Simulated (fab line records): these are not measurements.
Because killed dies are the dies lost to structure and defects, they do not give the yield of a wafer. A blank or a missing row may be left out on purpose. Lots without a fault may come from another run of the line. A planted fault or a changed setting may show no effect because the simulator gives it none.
fab line records | flow gf180mcu
record lots=24 | wafers=72 | last-day=34
route steps=602 shown SAB@273 M1@319 V4@479 MIM@510 V5@542
lots with no fault: from the same line, run without faults
start-h: hours from the record's first day to the start of the lot's first wafer shown | wait-h: how many hours have passed since the lot's step before this one | " the same as in the row above | L1.1+2: a single row standing in for several wafers | - no value, or no start was given | * or withheld: withheld | < > ~ a bound
route shown NAME@n: NAME is a module with steps in the file, n the number in the route of the first one | usual: mean/standard deviation of fault-free wafers | same: alike in all rows | chamber/n: place in a boat | sites: readings site by site | _std_site: the values' standard deviation | _edge_site: the outer-site mean with the inner-site mean subtracted | radius-mm: how far each site lies from the wafer's centre | mask NAME#n: copy n | behind: the tool/chamber that last shaped the wafer | hold: what put the lot on hold/how long, in hours/how the hold closed | device: names the non-switching transistor (n, p or np) | end of line: tests of these same wafers at the route's end | a step given without rows: its recipe and nothing more | killed: dies lost to structure and defects at the first sort, not the wafer's yield | map: a wafer's dies, marking killed ones x, the rest . and places with no die _
set.NAME: the setting the step ran with; set.NAME@STEP: the setting that earlier step ran with | model.NAME: the simulator's own value behind a step, which no gauge read
a sample of lots followed through the steps of the route, with each step as a table and each wafer as a row
services: when a tool's chamber went out of use (start-h, in hours from the record's first day, below 0 if earlier), for how many hours, and the reason
## steps
# step GF_SAB_CD_MEAS_09
# recipe target-cd-nm=420
# usual cd-nm=419.4/2.6
lot.wafer | tool      | chamber | start-h | wait-h | cd-nm
L074.2    | cd-sem-01 | -       | 341.28  | 0.1    | 420.6
L074.3    | "         | -       | "       | "      | 419.2
L074.6    | "         | -       | "       | "      | 419.5
L075.1    | cd-sem-01 | -       | 346.09  | 0.1    | 420.5
L075.5    | "         | -       | "       | "      | 420.3
L075.6    | "         | -       | "       | "      | 422.7
L076.4    | cd-sem-01 | -       | 361.50  | 0.1    | 417.3
L076.5    | "         | -       | "       | "      | 415.2
L076.6    | "         | -       | "       | "      | 418.9
L077.1    | cd-sem-01 | -       | 368.89  | 0.1    | 423.8
L077.3    | "         | -       | "       | "      | 426.2
L077.5    | "         | -       | "       | "      | 423.4
L079.1    | cd-sem-01 | -       | 380.34  | 0.1    | 419.9
L079.2    | "         | -       | "       | "      | 421.2
L079.3    | "         | -       | "       | "      | 420.4
L078.2    | cd-sem-02 | -       | 384.35  | 0.1    | 417.7
L078.5    | "         | -       | "       | "      | 418.0
L078.6    | "         | -       | "       | "      | 416.6
L080.2    | cd-sem-02 | -       | 390.46  | 0.1    | 419.6
L080.4    | "         | -       | "       | "      | 419.8
L080.5    | "         | -       | "       | "      | 421.2
L081.2    | cd-sem-02 | -       | 399.46  | 0.1    | 419.9
L081.3    | "         | -       | "       | "      | 418.6
L081.4    | "         | -       | "       | "      | 420.4
L082.2    | cd-sem-01 | -       | 411.80  | 0.1    | 422.5
L082.5    | "         | -       | "       | "      | 423.5
L082.6    | "         | -       | "       | "      | 422.9
L083.1    | cd-sem-02 | -       | 418.58  | 0.1    | 418.4
L083.3    | "         | -       | "       | "      | 421.7
L083.6    | "         | -       | "       | "      | 422.2
L084.2    | cd-sem-02 | -       | 426.03  | 0.1    | 417.4
L084.3    | "         | -       | "       | "      | 417.0
L084.4    | "         | -       | "       | "      | 417.4
L085.1    | cd-sem-02 | -       | 434.96  | 0.1    | 421.4
L085.2    | "         | -       | "       | "      | 420.2
L085.6    | "         | -       | "       | "      | 418.1
L086.1    | cd-sem-01 | -       | 442.89  | 0.1    | 417.5
L086.3    | "         | -       | "       | "      | 419.5
L086.6    | "         | -       | "       | "      | 416.1
L087.1    | cd-sem-01 | -       | 450.19  | 0.1    | 417.5
L087.2    | "         | -       | "       | "      | 418.8
L087.6    | "         | -       | "       | "      | 418.1
L088.2    | cd-sem-02 | -       | 458.73  | 0.1    | 416.8
L088.5    | "         | -       | "       | "      | 416.5
L088.6    | "         | -       | "       | "      | 416.1
L089.3    | cd-sem-02 | -       | 464.38  | 0.1    | 415.9
L089.4    | "         | -       | "       | "      | 415.5
L089.6    | "         | -       | "       | "      | 415.5
L090.2    | cd-sem-01 | -       | 475.88  | 0.1    | 419.0
L090.3    | "         | -       | "       | "      | 418.4
L090.4    | "         | -       | "       | "      | 419.9
L091.1    | cd-sem-02 | -       | 487.14  | 0.1    | 421.4
L091.4    | "         | -       | "       | "      | 420.8
L091.6    | "         | -       | "       | "      | 422.0
L092.1    | cd-sem-02 | -       | 491.64  | 0.1    | 413.5
L092.3    | "         | -       | "       | "      | 414.3
L092.6    | "         | -       | "       | "      | 415.5
L093.2    | cd-sem-02 | -       | 497.80  | 0.1    | 420.5
L093.5    | "         | -       | "       | "      | 424.6
L093.6    | "         | -       | "       | "      | 421.9
L094.2    | cd-sem-01 | -       | 508.68  | 0.1    | 421.3
L094.3    | "         | -       | "       | "      | 418.8
L094.6    | "         | -       | "       | "      | 421.4
L095.2    | cd-sem-02 | -       | 517.23  | 0.1    | 421.2
L095.3    | "         | -       | "       | "      | 420.3
L095.4    | "         | -       | "       | "      | 420.1
L096.3    | cd-sem-01 | -       | 523.55  | 0.1    | 421.9
L096.4    | "         | -       | "       | "      | 419.9
L096.5    | "         | -       | "       | "      | 420.9
L097.1    | cd-sem-01 | -       | 536.68  | 0.1    | 418.3
L097.3    | "         | -       | "       | "      | 415.6
L097.4    | "         | -       | "       | "      | 418.2
# step GF_M1_SPUTTER_04
# recipe material=TiN | target-thk-nm=50 | power-w=6500 | time-s=41.7 | chamber-pressure-pa=0.4
# usual throttle-valve-pct=30.4/1.1
lot.wafer | tool           | chamber | start-h | wait-h | throttle-valve-pct
L074.2    | pvd-sputter-03 | -       | 365.95  | 0.0    | 31.0
L074.3    | "              | -       | "       | "      | 31.0
L074.6    | "              | -       | "       | "      | 29.8
L075.1    | pvd-sputter-03 | -       | 370.84  | 0.0    | 29.9
L075.5    | "              | -       | "       | "      | 31.1
L075.6    | "              | -       | "       | "      | 30.5
L076.4    | pvd-sputter-04 | -       | 387.11  | 0.0    | 31.3
L076.5    | "              | -       | "       | "      | 28.2
L076.6    | "              | -       | "       | "      | 32.4
L077.1    | pvd-sputter-04 | -       | 394.34  | 0.0    | 31.4
L077.3    | "              | -       | "       | "      | 27.9
L077.5    | "              | -       | "       | "      | 27.9
L079.1    | pvd-sputter-03 | -       | 406.32  | 0.0    | 30.5
L079.2    | "              | -       | "       | "      | 31.0
L079.3    | "              | -       | "       | "      | 31.1
L078.2    | pvd-sputter-03 | -       | 410.11  | 0.0    | 30.8
L078.5    | "              | -       | "       | "      | 31.2
L078.6    | "              | -       | "       | "      | 31.2
L080.2    | pvd-sputter-04 | -       | 416.94  | 0.0    | 28.0
L080.4    | "              | -       | "       | "      | 31.6
L080.5    | "              | -       | "       | "      | 27.8
L081.2    | pvd-sputter-03 | -       | 426.19  | 0.0    | 30.4
L081.3    | "              | -       | "       | "      | 30.7
L081.4    | "              | -       | "       | "      | 29.7
L082.2    | pvd-sputter-03 | -       | 438.91  | 0.0    | 31.0
L082.5    | "              | -       | "       | "      | 30.8
L082.6    | "              | -       | "       | "      | 30.9
L083.1    | pvd-sputter-03 | -       | 446.42  | 0.0    | 30.4
L083.3    | "              | -       | "       | "      | 30.6
L083.6    | "              | -       | "       | "      | 29.5
L084.2    | pvd-sputter-04 | -       | 453.91  | 0.0    | 27.6
L084.3    | "              | -       | "       | "      | 31.5
L084.4    | "              | -       | "       | "      | 32.1
L085.1    | pvd-sputter-03 | -       | 462.74  | 0.0    | 30.0
L085.2    | "              | -       | "       | "      | 30.7
L085.6    | "              | -       | "       | "      | 30.6
L086.1    | pvd-sputter-04 | -       | 469.35  | 0.0    | 27.9
L086.3    | "              | -       | "       | "      | 32.3
L086.6    | "              | -       | "       | "      | 28.2
L087.1    | pvd-sputter-01 | -       | 477.49  | 0.0    | 29.4
L087.2    | "              | -       | "       | "      | 31.6
L087.6    | "              | -       | "       | "      | 29.2
L088.2    | pvd-sputter-04 | -       | 486.32  | 0.0    | 31.4
L088.5    | "              | -       | "       | "      | 31.4
L088.6    | "              | -       | "       | "      | 28.1
L089.3    | pvd-sputter-01 | -       | 492.51  | 0.0    | 30.2
L089.4    | "              | -       | "       | "      | 31.4
L089.6    | "              | -       | "       | "      | 29.1
L090.2    | pvd-sputter-03 | -       | 503.11  | 0.0    | 29.9
L090.3    | "              | -       | "       | "      | 30.5
L090.4    | "              | -       | "       | "      | 30.6
L091.1    | pvd-sputter-03 | -       | 514.41  | 0.0    | 30.5
L091.4    | "              | -       | "       | "      | 31.0
L091.6    | "              | -       | "       | "      | 30.4
L092.1    | pvd-sputter-04 | -       | 518.69  | 0.0    | 27.7
L092.3    | "              | -       | "       | "      | 29.6
L092.6    | "              | -       | "       | "      | 32.3
L093.2    | pvd-sputter-01 | -       | 524.03  | 0.0    | 30.2
L093.5    | "              | -       | "       | "      | 31.7
L093.6    | "              | -       | "       | "      | 30.7
L094.2    | pvd-sputter-03 | -       | 535.34  | 0.0    | 29.9
L094.3    | "              | -       | "       | "      | 30.8
L094.6    | "              | -       | "       | "      | 31.1
L095.2    | pvd-sputter-03 | -       | 543.91  | 0.0    | 29.8
L095.3    | "              | -       | "       | "      | 30.3
L095.4    | "              | -       | "       | "      | 31.2
L096.3    | pvd-sputter-03 | -       | 550.03  | 0.0    | 31.0
L096.4    | "              | -       | "       | "      | 31.4
L096.5    | "              | -       | "       | "      | 31.2
L097.1    | pvd-sputter-01 | -       | 562.65  | 0.0    | 31.0
L097.3    | "              | -       | "       | "      | 30.3
L097.4    | "              | -       | "       | "      | 31.5
# step GF_V4_THK_MEAS_03
# recipe reads=SiO2_of_V4_CVD_02
# usual V4_CVD_02_THK=852/12
lot.wafer | tool          | chamber | start-h | wait-h | V4_CVD_02_THK[nm]
L074.2    | film-metro-02 | -       | 542.43  | 0.0    | 830
L074.3    | "             | -       | "       | "      | 828
L074.6    | "             | -       | "       | "      | 844
L075.1    | film-metro-01 | -       | 546.93  | 0.0    | 839
L075.5    | "             | -       | "       | "      | 865
L075.6    | "             | -       | "       | "      | 847
L076.4    | film-metro-04 | -       | 565.22  | 0.0    | 860
L076.5    | "             | -       | "       | "      | 862
L076.6    | "             | -       | "       | "      | 860
L077.1    | film-metro-01 | -       | 570.92  | 0.0    | 827
L077.3    | "             | -       | "       | "      | 831
L077.5    | "             | -       | "       | "      | 841
L079.1    | film-metro-02 | -       | 581.56  | 0.0    | 839
L079.2    | "             | -       | "       | "      | 833
L079.3    | "             | -       | "       | "      | 845
L078.2    | film-metro-02 | -       | 585.45  | 0.0    | 847
L078.5    | "             | -       | "       | "      | 845
L078.6    | "             | -       | "       | "      | 864
L080.2    | film-metro-01 | -       | 591.37  | 0.0    | 851
L080.4    | "             | -       | "       | "      | 861
L080.5    | "             | -       | "       | "      | 866
L081.2    | film-metro-04 | -       | 599.45  | 0.0    | 835
L081.3    | "             | -       | "       | "      | 838
L081.4    | "             | -       | "       | "      | 846
L082.2    | film-metro-02 | -       | 611.02  | 0.0    | 846
L082.5    | "             | -       | "       | "      | 866
L082.6    | "             | -       | "       | "      | 866
L083.1    | film-metro-01 | -       | 617.41  | 0.0    | 848
L083.3    | "             | -       | "       | "      | 838
L083.6    | "             | -       | "       | "      | 865
L084.2    | film-metro-01 | -       | 624.00  | 0.0    | 860
L084.3    | "             | -       | "       | "      | 852
L084.4    | "             | -       | "       | "      | 876
L085.1    | film-metro-02 | -       | 630.83  | 0.0    | 826
L085.2    | "             | -       | "       | "      | 849
L085.6    | "             | -       | "       | "      | 835
L086.1    | film-metro-04 | -       | 638.18  | 0.0    | 843
L086.3    | "             | -       | "       | "      | 858
L086.6    | "             | -       | "       | "      | 863
L087.1    | film-metro-01 | -       | 643.24  | 0.0    | 851
L087.2    | "             | -       | "       | "      | 868
L087.6    | "             | -       | "       | "      | 883
L088.2    | film-metro-01 | -       | 648.89  | 0.0    | 841
L088.5    | "             | -       | "       | "      | 876
L088.6    | "             | -       | "       | "      | 862
L089.3    | film-metro-04 | -       | 655.21  | 0.1    | 853
L089.4    | "             | -       | "       | "      | 861
L089.6    | "             | -       | "       | "      | 867
L090.2    | film-metro-02 | -       | 665.50  | 0.0    | 855
L090.3    | "             | -       | "       | "      | 849
L090.4    | "             | -       | "       | "      | 858
L091.1    | film-metro-04 | -       | 671.42  | 0.0    | 844
L091.4    | "             | -       | "       | "      | 852
L091.6    | "             | -       | "       | "      | 860
L092.1    | film-metro-02 | -       | 677.81  | 0.0    | 845
L092.3    | "             | -       | "       | "      | 842
L092.6    | "             | -       | "       | "      | 856
L093.2    | film-metro-04 | -       | 684.66  | 0.0    | 845
L093.5    | "             | -       | "       | "      | 861
L093.6    | "             | -       | "       | "      | 872
L094.2    | film-metro-04 | -       | 688.65  | 0.0    | 840
L094.3    | "             | -       | "       | "      | 836
L094.6    | "             | -       | "       | "      | 840
L095.2    | film-metro-04 | -       | 698.21  | 0.0    | 861
L095.3    | "             | -       | "       | "      | 855
L095.4    | "             | -       | "       | "      | 864
L096.3    | film-metro-04 | -       | 703.30  | 0.1    | 844
L096.4    | "             | -       | "       | "      | 854
L096.5    | "             | -       | "       | "      | 853
L097.1    | film-metro-02 | -       | 712.09  | 0.0    | 840
L097.3    | "             | -       | "       | "      | 859
L097.4    | "             | -       | "       | "      | 868
# step GF_MIM_SPUTTER_07
# recipe material=TiN | target-thk-nm=60 | power-w=6500 | time-s=50 | chamber-pressure-pa=0.4
# usual throttle-valve-pct=30.4/1.2
lot.wafer | tool           | chamber | start-h | wait-h | throttle-valve-pct
L074.2    | pvd-sputter-04 | -       | 566.89  | 0.0    | 29.4
L074.3    | "              | -       | "       | "      | 31.5
L074.6    | "              | -       | "       | "      | 31.9
L075.1    | pvd-sputter-03 | -       | 571.41  | 0.1    | 30.6
L075.5    | "              | -       | "       | "      | 30.5
L075.6    | "              | -       | "       | "      | 30.8
L076.4    | pvd-sputter-04 | -       | 589.15  | 0.0    | 29.6
L076.5    | "              | -       | "       | "      | 31.5
L076.6    | "              | -       | "       | "      | 28.2
L077.1    | pvd-sputter-04 | -       | 594.30  | 0.1    | 32.0
L077.3    | "              | -       | "       | "      | 31.2
L077.5    | "              | -       | "       | "      | 28.1
L079.1    | pvd-sputter-04 | -       | 604.88  | 0.1    | 32.2
L079.2    | "              | -       | "       | "      | 29.9
L079.3    | "              | -       | "       | "      | 31.3
L078.2    | pvd-sputter-01 | -       | 609.20  | 0.0    | 28.9
L078.5    | "              | -       | "       | "      | 30.5
L078.6    | "              | -       | "       | "      | 29.2
L080.2    | pvd-sputter-04 | -       | 615.40  | 0.0    | 29.5
L080.4    | "              | -       | "       | "      | 31.3
L080.5    | "              | -       | "       | "      | 32.2
L081.2    | pvd-sputter-01 | -       | 622.65  | 0.0    | 31.6
L081.3    | "              | -       | "       | "      | 30.2
L081.4    | "              | -       | "       | "      | 30.6
L082.2    | pvd-sputter-04 | -       | 633.68  | 0.0    | 32.4
L082.5    | "              | -       | "       | "      | 29.5
L082.6    | "              | -       | "       | "      | 32.2
L083.1    | pvd-sputter-01 | -       | 639.65  | 0.1    | 29.2
L083.3    | "              | -       | "       | "      | 30.4
L083.6    | "              | -       | "       | "      | 31.1
L084.2    | pvd-sputter-01 | -       | 646.03  | 0.0    | 30.7
L084.3    | "              | -       | "       | "      | 31.7
L084.4    | "              | -       | "       | "      | 30.3
L085.1    | pvd-sputter-04 | -       | 652.70  | 0.1    | 32.3
L085.2    | "              | -       | "       | "      | 27.8
L085.6    | "              | -       | "       | "      | 28.0
L086.1    | pvd-sputter-03 | -       | 659.98  | 0.1    | 29.7
L086.3    | "              | -       | "       | "      | 30.3
L086.6    | "              | -       | "       | "      | 29.6
L087.1    | pvd-sputter-04 | -       | 665.73  | 0.1    | 27.9
L087.2    | "              | -       | "       | "      | 31.5
L087.6    | "              | -       | "       | "      | 32.0
L088.2    | pvd-sputter-01 | -       | 670.43  | 0.0    | 30.4
L088.5    | "              | -       | "       | "      | 30.6
L088.6    | "              | -       | "       | "      | 29.2
L089.3    | pvd-sputter-03 | -       | 676.39  | 0.0    | 31.2
L089.4    | "              | -       | "       | "      | 30.4
L089.6    | "              | -       | "       | "      | 30.7
L090.2    | pvd-sputter-03 | -       | 686.15  | 0.0    | 29.7
L090.3    | "              | -       | "       | "      | 30.2
L090.4    | "              | -       | "       | "      | 30.9
L091.1    | pvd-sputter-01 | -       | 692.43  | 0.1    | 30.4
L091.4    | "              | -       | "       | "      | 30.7
L091.6    | "              | -       | "       | "      | 30.8
L092.1    | pvd-sputter-03 | -       | 699.49  | 0.1    | 30.9
L092.3    | "              | -       | "       | "      | 30.6
L092.6    | "              | -       | "       | "      | 29.9
L093.2    | pvd-sputter-04 | -       | 704.77  | 0.0    | 31.3
L093.5    | "              | -       | "       | "      | 28.0
L093.6    | "              | -       | "       | "      | 31.3
L094.2    | pvd-sputter-04 | -       | 709.58  | 0.0    | 29.2
L094.3    | "              | -       | "       | "      | 31.5
L094.6    | "              | -       | "       | "      | 31.3
L095.2    | pvd-sputter-04 | -       | 719.00  | 0.0    | 32.2
L095.3    | "              | -       | "       | "      | 31.4
L095.4    | "              | -       | "       | "      | 29.4
L096.3    | pvd-sputter-01 | -       | 723.40  | 0.0    | 31.4
L096.4    | "              | -       | "       | "      | 30.3
L096.5    | "              | -       | "       | "      | 30.5
L097.1    | pvd-sputter-01 | -       | 731.71  | 0.1    | 31.0
L097.3    | "              | -       | "       | "      | 30.4
L097.4    | "              | -       | "       | "      | 31.5
# step GF_V5_CVD_02
# recipe material=SiO2 | target-thk-nm=1450 | precursor=TEOS | temp-c=400 | time-s=163.28 | rf-w=600
# usual heater-power-w=589/81
lot.wafer | tool     | chamber | start-h | wait-h | heater-power-w
L074.2    | pecvd-02 | 2       | 610.67  | 0.0    | 705
L074.3    | "        | 1       | "       | "      | 655
L074.6    | "        | 1       | "       | "      | 745
L075.1    | pecvd-02 | 1       | 615.45  | 0.1    | 624
L075.5    | "        | 2       | "       | "      | 572
L075.6    | "        | 0       | "       | "      | 471
L076.4    | pecvd-01 | 2       | 630.94  | 0.1    | 471
L076.5    | "        | 1       | "       | "      | 681
L076.6    | "        | 0       | "       | "      | 557
L077.1    | pecvd-02 | 1       | 636.59  | 0.1    | 687
L077.3    | "        | 0       | "       | "      | 588
L077.5    | "        | 1       | "       | "      | 766
L079.1    | pecvd-01 | 1       | 645.89  | 0.1    | 690
L079.2    | "        | 2       | "       | "      | 545
L079.3    | "        | 0       | "       | "      | 701
L078.2    | pecvd-01 | 0       | 649.98  | 0.0    | 661
L078.5    | "        | 2       | "       | "      | 488
L078.6    | "        | 1       | "       | "      | 664
L080.2    | pecvd-02 | 0       | 656.33  | 0.0    | 571
L080.4    | "        | 1       | "       | "      | 734
L080.5    | "        | 2       | "       | "      | 698
L081.2    | pecvd-02 | 0       | 664.18  | 0.0    | 533
L081.3    | "        | 2       | "       | "      | 631
L081.4    | "        | 0       | "       | "      | 607
L082.2    | pecvd-04 | 0       | 673.82  | 0.0    | 512
L082.5    | "        | 1       | "       | "      | 673
L082.6    | "        | 0       | "       | "      | 554
L083.1    | pecvd-02 | 2       | 679.71  | 0.1    | 583
L083.3    | "        | 0       | "       | "      | 497
L083.6    | "        | 1       | "       | "      | 746
L084.2    | pecvd-01 | 2       | 685.39  | 0.0    | 513
L084.3    | "        | 0       | "       | "      | 590
L084.4    | "        | 2       | "       | "      | 590
L085.1    | pecvd-01 | 0       | 692.17  | 0.1    | 621
L085.2    | "        | 2       | "       | "      | 501
L085.6    | "        | 0       | "       | "      | 683
L086.1    | pecvd-04 | 2       | 699.29  | 0.1    | 554
L086.3    | "        | 0       | "       | "      | 542
L086.6    | "        | 1       | "       | "      | 658
L087.1    | pecvd-04 | 1       | 704.26  | 0.1    | 641
L087.2    | "        | 2       | "       | "      | 516
L087.6    | "        | 0       | "       | "      | 427
L088.2    | pecvd-02 | 1       | 708.88  | 0.0    | 680
L088.5    | "        | 1       | "       | "      | 754
L088.6    | "        | 0       | "       | "      | 575
L089.3    | pecvd-04 | 1       | 714.18  | 0.0    | 661
L089.4    | "        | 2       | "       | "      | 610
L089.6    | "        | 0       | "       | "      | 560
L090.2    | pecvd-04 | 1       | 724.52  | 0.0    | 658
L090.3    | "        | 2       | "       | "      | 592
L090.4    | "        | 0       | "       | "      | 424
L091.1    | pecvd-04 | 2       | 729.17  | 0.1    | 581
L091.4    | "        | 1       | "       | "      | 659
L091.6    | "        | 2       | "       | "      | 488
L092.1    | pecvd-01 | 0       | 737.12  | 0.1    | 570
L092.3    | "        | 0       | "       | "      | 647
L092.6    | "        | 1       | "       | "      | 542
L093.2    | pecvd-04 | 1       | 741.02  | 0.0    | 640
L093.5    | "        | 0       | "       | "      | 434
L093.6    | "        | 1       | "       | "      | 560
L094.2    | pecvd-04 | 1       | 745.65  | 0.0    | 651
L094.3    | "        | 1       | "       | "      | 546
L094.6    | "        | 1       | "       | "      | 652
L095.2    | pecvd-04 | 1       | 754.13  | 0.0    | 698
L095.3    | "        | 0       | "       | "      | 561
L095.4    | "        | 2       | "       | "      | 598
L096.3    | pecvd-04 | 0       | 761.00  | 0.0    | 506
L096.4    | "        | 2       | "       | "      | 482
L096.5    | "        | 0       | "       | "      | 438
L097.1    | pecvd-04 | 0       | 766.46  | 0.1    | 485
L097.3    | "        | 1       | "       | "      | 667
L097.4    | "        | 0       | "       | "      | 533
# step GF_V5_THK_MEAS_03
# recipe reads=SiO2_of_V5_CVD_02
# usual V5_CVD_02_THK=1440/20
lot.wafer | tool          | chamber | start-h | wait-h | V5_CVD_02_THK[nm]
L074.2    | film-metro-03 | -       | 610.78  | 0.1    | 1416
L074.3    | "             | -       | "       | "      | 1437
L074.6    | "             | -       | "       | "      | 1465
L075.1    | film-metro-04 | -       | 615.56  | 0.1    | 1398
L075.5    | "             | -       | "       | "      | 1435
L075.6    | "             | -       | "       | "      | 1440
L076.4    | film-metro-01 | -       | 631.02  | 0.0    | 1432
L076.5    | "             | -       | "       | "      | 1475
L076.6    | "             | -       | "       | "      | 1454
L077.1    | film-metro-03 | -       | 636.69  | 0.1    | 1421
L077.3    | "             | -       | "       | "      | 1448
L077.5    | "             | -       | "       | "      | 1447
L079.1    | film-metro-04 | -       | 645.99  | 0.1    | 1438
L079.2    | "             | -       | "       | "      | 1409
L079.3    | "             | -       | "       | "      | 1435
L078.2    | film-metro-03 | -       | 650.10  | 0.1    | 1423
L078.5    | "             | -       | "       | "      | 1427
L078.6    | "             | -       | "       | "      | 1466
L080.2    | film-metro-01 | -       | 656.45  | 0.1    | 1423
L080.4    | "             | -       | "       | "      | 1418
L080.5    | "             | -       | "       | "      | 1428
L081.2    | film-metro-04 | -       | 664.30  | 0.1    | 1463
L081.3    | "             | -       | "       | "      | 1415
L081.4    | "             | -       | "       | "      | 1461
L082.2    | film-metro-01 | -       | 673.94  | 0.1    | 1438
L082.5    | "             | -       | "       | "      | 1443
L082.6    | "             | -       | "       | "      | 1466
L083.1    | film-metro-04 | -       | 679.82  | 0.1    | 1407
L083.3    | "             | -       | "       | "      | 1449
L083.6    | "             | -       | "       | "      | 1440
L084.2    | film-metro-04 | -       | 685.51  | 0.1    | 1424
L084.3    | "             | -       | "       | "      | 1428
L084.4    | "             | -       | "       | "      | 1460
L085.1    | film-metro-03 | -       | 692.27  | 0.1    | 1420
L085.2    | "             | -       | "       | "      | 1414
L085.6    | "             | -       | "       | "      | 1436
L086.1    | film-metro-03 | -       | 699.40  | 0.1    | 1427
L086.3    | "             | -       | "       | "      | 1451
L086.6    | "             | -       | "       | "      | 1468
L087.1    | film-metro-03 | -       | 704.37  | 0.1    | 1418
L087.2    | "             | -       | "       | "      | 1428
L087.6    | "             | -       | "       | "      | 1463
L088.2    | film-metro-03 | -       | 709.00  | 0.1    | 1434
L088.5    | "             | -       | "       | "      | 1443
L088.6    | "             | -       | "       | "      | 1465
L089.3    | film-metro-01 | -       | 714.31  | 0.1    | 1421
L089.4    | "             | -       | "       | "      | 1445
L089.6    | "             | -       | "       | "      | 1469
L090.2    | film-metro-01 | -       | 724.63  | 0.1    | 1426
L090.3    | "             | -       | "       | "      | 1404
L090.4    | "             | -       | "       | "      | 1447
L091.1    | film-metro-04 | -       | 729.28  | 0.1    | 1413
L091.4    | "             | -       | "       | "      | 1443
L091.6    | "             | -       | "       | "      | 1455
L092.1    | film-metro-03 | -       | 737.28  | 0.1    | 1417
L092.3    | "             | -       | "       | "      | 1442
L092.6    | "             | -       | "       | "      | 1475
L093.2    | film-metro-04 | -       | 741.19  | 0.1    | 1412
L093.5    | "             | -       | "       | "      | 1475
L093.6    | "             | -       | "       | "      | 1448
L094.2    | film-metro-03 | -       | 745.82  | 0.1    | 1444
L094.3    | "             | -       | "       | "      | 1433
L094.6    | "             | -       | "       | "      | 1451
L095.2    | film-metro-04 | -       | 754.25  | 0.1    | 1448
L095.3    | "             | -       | "       | "      | 1433
L095.4    | "             | -       | "       | "      | 1466
L096.3    | film-metro-01 | -       | 761.12  | 0.1    | 1447
L096.4    | "             | -       | "       | "      | 1437
L096.5    | "             | -       | "       | "      | 1466
L097.1    | film-metro-03 | -       | 766.57  | 0.1    | 1434
L097.3    | "             | -       | "       | "      | 1427
L097.4    | "             | -       | "       | "      | 1446
## services
tool           | chamber | start-h | hours | kind
pecvd-01       | -       | 361.55  | 6.0   | pm
pecvd-01       | -       | 368.88  | 14.0  | pm
pvd-sputter-04 | -       | 457.06  | 3.3   | repair
pvd-sputter-04 | -       | 465.77  | 1.2   | repair
pvd-sputter-03 | -       | 467.58  | 21.1  | repair
pvd-sputter-03 | -       | 521.49  | 2.5   | repair
pvd-sputter-01 | -       | 528.56  | 4.4   | repair
pecvd-04       | 0       | 538.76  | 5.7   | repair
pecvd-02       | 2       | 542.92  | 15.3  | repair
pvd-sputter-04 | -       | 559.59  | 5.6   | repair
pvd-sputter-01 | -       | 587.82  | 0.8   | repair
pecvd-02       | -       | 591.12  | 14.0  | pm
pecvd-02       | 0       | 595.44  | 12.4  | repair
pvd-sputter-01 | -       | 658.73  | 1.8   | repair
pvd-sputter-03 | -       | 668.18  | 1.5   | repair
pvd-sputter-01 | -       | 699.10  | 2.0   | repair
pvd-sputter-04 | -       | 710.24  | 6.1   | repair
pecvd-02       | 1       | 725.46  | 10.6  | repair
pecvd-02       | -       | 732.71  | 0.6   | repair
pvd-sputter-03 | -       | 736.90  | 12.9  | repair
pecvd-04       | 2       | 740.71  | 12.8  | repair
pvd-sputter-04 | -       | 755.56  | 0.8   | repair
pvd-sputter-01 | -       | 763.89  | 2.9   | repair
pvd-sputter-01 | -       | 765.62  | 4.2   | repair
## key
fault none
